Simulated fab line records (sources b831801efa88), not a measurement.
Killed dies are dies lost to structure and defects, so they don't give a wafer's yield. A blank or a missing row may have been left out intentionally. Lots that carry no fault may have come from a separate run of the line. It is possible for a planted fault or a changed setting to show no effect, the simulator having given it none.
What tool caused it?	flow sky130	33 wafers from 11 lots sampled at 5 of the route's 708 steps

WHAT EACH GAUGE READ, for each wafer
SKY_VT_ADJUST_NCORE_TW_MEAS_11.
lot	measured	on	VT_ADJUST_NCORE_TW
L375	day 9 04:43	filmMetro-03	217.6 218.9 218.8
L376	day 9 12:22	filmMetro-03	216.9 218.8 218.7
L378	day 10 04:19	filmMetro-04	218.1 218.0 217.7
L379	day 10 15:50	filmMetro-01	220.8 219.7 219.5
L380	day 11 00:26	filmMetro-01	220.9 221.4 221.2
L381	day 11 03:53	filmMetro-01	221.9 220.8 220.8
L384	day 12 00:48	filmMetro-04	217.9 218.8 218.2
L385	day 12 03:55	filmMetro-03	217.8 218.1 218.2
L394	day 14 20:19	filmMetro-01	231.0 230.4 231.0
L395	day 15 04:15	filmMetro-03	230.2 230.4 231.2
L396	day 15 07:28	filmMetro-03	219.6 218.4 217.6

TOOL THAT RAN EACH LOT (tool first, then ch and the chambers of the sampled wafers, then the start)
lot	SKY_NWELL_RTA_28	SKY_VT_ADJUST_HVTP_STRIP_10	SKY_VT_ADJUST_NCORE_IMPLANT_09	SKY_VT_ADJUST_NCORE_STRIP_10
L375	rtpAnneal-02 ch 0, day 5 18:28	plasmaAsher-01 ch 0,1, day 6 13:58	implanter-02 ch 0, day 9 04:29	plasmaAsher-02 ch 0,1, day 9 04:37
L376	rtpAnneal-01 ch 0, day 6 01:54	plasmaAsher-01 ch 0,1, day 6 21:10	implanter-01 ch 0, day 9 12:10	plasmaAsher-04 ch 0,1, day 9 12:16
L378	rtpAnneal-01 ch 0, day 6 15:10	plasmaAsher-01 ch 0,1, day 7 11:25	implanter-02 ch 0, day 10 04:05	plasmaAsher-01 ch 0,1, day 10 04:13
L379	rtpAnneal-01 ch 0, day 6 23:59	plasmaAsher-04 ch 0,1, day 7 20:56	implanter-01 ch 0, day 10 15:37	plasmaAsher-04 ch 0,1, day 10 15:44
L380	rtpAnneal-02 ch 0, day 7 07:08	plasmaAsher-03 ch 0,1, day 8 05:13	implanter-03 ch 0, day 11 00:11	plasmaAsher-02 ch 1, day 11 00:20
L381	rtpAnneal-01 ch 0, day 7 11:17	plasmaAsher-01 ch 0,1, day 8 08:50	implanter-02 ch 0, day 11 03:38	plasmaAsher-02 ch 0,1, day 11 03:47
L384	rtpAnneal-02 ch 0, day 8 05:42	plasmaAsher-04 ch 0,1, day 9 03:02	implanter-01 ch 0, day 12 00:34	plasmaAsher-01 ch 0,1, day 12 00:41
L385	rtpAnneal-01 ch 0, day 8 09:00	plasmaAsher-01 ch 1, day 9 06:20	implanter-03 ch 0, day 12 03:40	plasmaAsher-02 ch 0,1, day 12 03:48
L394	rtpAnneal-01 ch 0, day 10 19:38	plasmaAsher-04 ch 0,1, day 11 19:10	implanter-02 ch 0, day 14 20:04	plasmaAsher-01 ch 0,1, day 14 20:13
L395	rtpAnneal-02 ch 0, day 10 23:03	plasmaAsher-01 ch 0,1, day 11 23:11	implanter-02 ch 0, day 15 04:01	plasmaAsher-04 ch 0,1, day 15 04:08
L396	rtpAnneal-02 ch 0, day 11 02:43	plasmaAsher-03 ch 0,1, day 12 02:14	implanter-01 ch 0, day 15 07:14	plasmaAsher-02 ch 0,1, day 15 07:22
- SKY_NWELL_RTA_28: time 30 s.
- SKY_VT_ADJUST_HVTP_STRIP_10: strips in O2/N2.
- SKY_VT_ADJUST_NCORE_IMPLANT_09
- SKY_VT_ADJUST_NCORE_STRIP_10: strips in O2/N2.

THE ANSWER, worked out from the rows above alone
Rule: the usual values come from the lots themselves. The widest of any qualifying gaps counts: lots, ordered by their means at a reading, are off when they make up no more than a third of the lots, leave a main group of 4 or more, and stand apart from it by 3 or more times the standard deviation of that group's means. A main group is skipped when, at the precision printed for the reading in the tables above, its means are all equal. Also off: a lot with no number at a reading for which 4 or more lots have one. Where the step has rows for the other lots, those lots are counted as sound.
Off: at SKY_VT_ADJUST_NCORE_TW_MEAS_11 (VT_ADJUST_NCORE_TW), L394, L395. The main group has a mean of 219.1 with a standard deviation of 1.3.
A tool fits if, at a process step before that reading, it ran every lot that is off, and no sound lot after the first of them. Gauges at SKY_VT_ADJUST_NCORE_TW_MEAS_11: tried the same way as those tools. One candidate fits, namely implanter-02 at SKY_VT_ADJUST_NCORE_IMPLANT_09. A fault onset in the window from L381 (day 11 03:38, its last sound lot) to L394 (day 14 20:04, its first lot off) fits.

WHAT HAD BEEN PUT IN BY THE SIMULATOR
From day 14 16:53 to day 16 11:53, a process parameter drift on implanter-02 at SKY_VT_ADJUST_NCORE_IMPLANT_09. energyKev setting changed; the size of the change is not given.
Shown lots that were struck: L394, L395. Same finding as the rule above.
